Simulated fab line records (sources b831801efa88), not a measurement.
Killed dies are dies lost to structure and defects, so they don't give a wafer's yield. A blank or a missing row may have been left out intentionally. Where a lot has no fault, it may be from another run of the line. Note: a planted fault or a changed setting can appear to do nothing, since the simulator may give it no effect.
What tool caused it? / flow gf180mcu / 14 lots, 42 wafers sampled, at 3 steps of a route of 602

WHAT EACH GAUGE READ, for each wafer
GF_V1_THK_MEAS_03.
lot=L628; measured=day 17 16:40; on=film metro-04; V1_CVD_02_THK (nm)=834 836 848
lot=L629; measured=day 18 05:38; on=film metro-04; V1_CVD_02_THK (nm)=846 864 851
lot=L630; measured=day 18 15:37; on=film metro-01; V1_CVD_02_THK (nm)=842 865 839
lot=L631; measured=day 18 20:29; on=film metro-01; V1_CVD_02_THK (nm)=857 854 861
lot=L632; measured=day 19 13:50; on=film metro-04; V1_CVD_02_THK (nm)=825 846 836
lot=L634; measured=day 20 01:38; on=film metro-04; V1_CVD_02_THK (nm)=862 843 853
lot=L643; measured=day 23 04:22; on=film metro-01; V1_CVD_02_THK (nm)=839 834 857
lot=L645; measured=day 23 22:19; on=film metro-02; V1_CVD_02_THK (nm)=847 845 861
lot=L646; measured=day 24 05:22; on=film metro-04; V1_CVD_02_THK (nm)=852 843 849
lot=L648; measured=day 24 18:21; on=film metro-04; V1_CVD_02_THK (nm)=832 867 857
lot=L650; measured=day 25 12:11; on=film metro-01; V1_CVD_02_THK (nm)=853 876 868

EACH LOT AND THE TOOL THAT RAN IT (in order: tool; ch and the chambers of the sampled wafers; start)
lot=L628; GF_SALICIDE_WET_ETCH_01=wet bench-04 ch 1, day 15 16:20; GF_CONTACT_CMP_27=cmp-01 ch 0,2,3, day 16 16:46
lot=L629; GF_SALICIDE_WET_ETCH_01=wet bench-02 ch 2, day 16 03:45; GF_CONTACT_CMP_27=cmp-02 ch 2,3, day 17 04:54
lot=L630; GF_SALICIDE_WET_ETCH_01=wet bench-02 ch 3, day 16 12:25; GF_CONTACT_CMP_27=cmp-01 ch 1,2, day 17 13:47
lot=L631; GF_SALICIDE_WET_ETCH_01=wet bench-01 ch 3, day 16 17:54; GF_CONTACT_CMP_27=cmp-02 ch 2,3, day 17 18:54
lot=L632; GF_SALICIDE_WET_ETCH_01=wet bench-02 ch 2, day 17 10:14; GF_CONTACT_CMP_27=cmp-01 ch 0,2,3, day 18 11:27
lot=L634; GF_SALICIDE_WET_ETCH_01=wet bench-01 ch 2, day 17 20:58; GF_CONTACT_CMP_27=cmp-02 ch 1,2,3, day 18 23:27
lot=L640; GF_SALICIDE_WET_ETCH_01=wet bench-01 ch 2, day 19 21:44; GF_CONTACT_CMP_27=-
lot=L641; GF_SALICIDE_WET_ETCH_01=wet bench-04 ch 2, day 20 07:50; GF_CONTACT_CMP_27=-
lot=L642; GF_SALICIDE_WET_ETCH_01=wet bench-04 ch 3, day 20 17:52; GF_CONTACT_CMP_27=-
lot=L643; GF_SALICIDE_WET_ETCH_01=wet bench-04 ch 2, day 21 01:44; GF_CONTACT_CMP_27=cmp-01 ch 1,2,3, day 22 03:56
lot=L645; GF_SALICIDE_WET_ETCH_01=wet bench-04 ch 2, day 21 19:45; GF_CONTACT_CMP_27=cmp-02 ch 0,2,3, day 22 21:40
lot=L646; GF_SALICIDE_WET_ETCH_01=wet bench-01 ch 0, day 22 04:03; GF_CONTACT_CMP_27=cmp-02 ch 0,1,2, day 23 05:21
lot=L648; GF_SALICIDE_WET_ETCH_01=wet bench-02 ch 1, day 22 17:52; GF_CONTACT_CMP_27=cmp-01 ch 0,1,2, day 23 18:44
lot=L650; GF_SALICIDE_WET_ETCH_01=wet bench-04 ch 0, day 23 11:12; GF_CONTACT_CMP_27=cmp-02 ch 2,3, day 24 13:24
- GF_SALICIDE_WET_ETCH_01: etches SiO2 in dHF, target depth 5 nm, time 100 s.
- GF_CONTACT_CMP_27: polishes, stops on SiO2, t overpolish 15 s, target thk 0 nm.

WHAT THE TOOLS THEMSELVES READ (means of the sampled wafers that have a number; where no wafer has one, the mark that the record gives instead)
GF_SALICIDE_WET_ETCH_01.
lot=L628; tool=wet bench-04; bath heat duty pct (%)=6.7; run length s (s)=136
lot=L629; tool=wet bench-02; bath heat duty pct (%)=5.9; run length s (s)=130
lot=L630; tool=wet bench-02; bath heat duty pct (%)=6.8; run length s (s)=132
lot=L631; tool=wet bench-01; bath heat duty pct (%)=6.4; run length s (s)=126
lot=L632; tool=wet bench-02; bath heat duty pct (%)=5.9; run length s (s)=131
lot=L634; tool=wet bench-01; bath heat duty pct (%)=5.4; run length s (s)=125
lot=L640; tool=wet bench-01; bath heat duty pct (%)=-; run length s (s)=-
lot=L641; tool=wet bench-04; bath heat duty pct (%)=-; run length s (s)=-
lot=L642; tool=wet bench-04; bath heat duty pct (%)=-; run length s (s)=-
lot=L643; tool=wet bench-04; bath heat duty pct (%)=7.7; run length s (s)=134
lot=L645; tool=wet bench-04; bath heat duty pct (%)=7.1; run length s (s)=126
lot=L646; tool=wet bench-01; bath heat duty pct (%)=6.2; run length s (s)=124
lot=L648; tool=wet bench-02; bath heat duty pct (%)=7.1; run length s (s)=127
lot=L650; tool=wet bench-04; bath heat duty pct (%)=7.2; run length s (s)=125

GF_CONTACT_CMP_27.
lot=L628; tool=cmp-01; motor current A (A)=11.7; overpolish run s (s)=14.991; slurry flow ml min=150.3; time to endpoint s (s)=79
lot=L629; tool=cmp-02; motor current A (A)=9.9; overpolish run s (s)=14.998; slurry flow ml min=150.3; time to endpoint s (s)=68
lot=L630; tool=cmp-01; motor current A (A)=11.1; overpolish run s (s)=14.998; slurry flow ml min=149.7; time to endpoint s (s)=76
lot=L631; tool=cmp-02; motor current A (A)=10.3; overpolish run s (s)=14.990; slurry flow ml min=150.0; time to endpoint s (s)=68
lot=L632; tool=cmp-01; motor current A (A)=11.3; overpolish run s (s)=14.992; slurry flow ml min=149.8; time to endpoint s (s)=75
lot=L634; tool=cmp-02; motor current A (A)=11.3; overpolish run s (s)=15.011; slurry flow ml min=150.1; time to endpoint s (s)=69
lot=L643; tool=cmp-01; motor current A (A)=11.4; overpolish run s (s)=15.010; slurry flow ml min=150.0; time to endpoint s (s)=78
lot=L645; tool=cmp-02; motor current A (A)=10.5; overpolish run s (s)=15.006; slurry flow ml min=149.9; time to endpoint s (s)=71
lot=L646; tool=cmp-02; motor current A (A)=11.3; overpolish run s (s)=14.987; slurry flow ml min=149.8; time to endpoint s (s)=71
lot=L648; tool=cmp-01; motor current A (A)=11.2; overpolish run s (s)=15.008; slurry flow ml min=150.1; time to endpoint s (s)=77
lot=L650; tool=cmp-02; motor current A (A)=9.8; overpolish run s (s)=15.001; slurry flow ml min=150.0; time to endpoint s (s)=67

THE ANSWER, worked out from the rows above alone
Rule: what is usual is taken from the lots themselves. Put in order of their means at a reading, lots are off if they are a third of the lots or fewer, leave a main group of 4 or more, and stand apart from it by a gap of 3 or more times the standard deviation of the main group's means; of several such gaps the widest counts. If all means in a main group match to the digits the tables above print for the reading, that group is not used. A lot without any number at a reading at which 4 lots or more have one is off too. All remaining lots with rows at the step are treated as sound. The gauges are gone through in route order, then the tools' own readings, and for those a lot's mean is taken as printed above. At the first step where some lot is off, the reading lying furthest off is the one used; lots without a number count as furthest.
Off: L640, L641, L642 (GF_SALICIDE_WET_ETCH_01, bath heat duty pct). Without a number there: L640, L641, L642. Main group: mean 6.6 %, sd 0.66.
If a tool, at that step or one of the process steps before it, ran each lot that is off and ran no sound lot following the first of them, it fits. None of those tried fits.

WHAT THE SIMULATOR PUT IN
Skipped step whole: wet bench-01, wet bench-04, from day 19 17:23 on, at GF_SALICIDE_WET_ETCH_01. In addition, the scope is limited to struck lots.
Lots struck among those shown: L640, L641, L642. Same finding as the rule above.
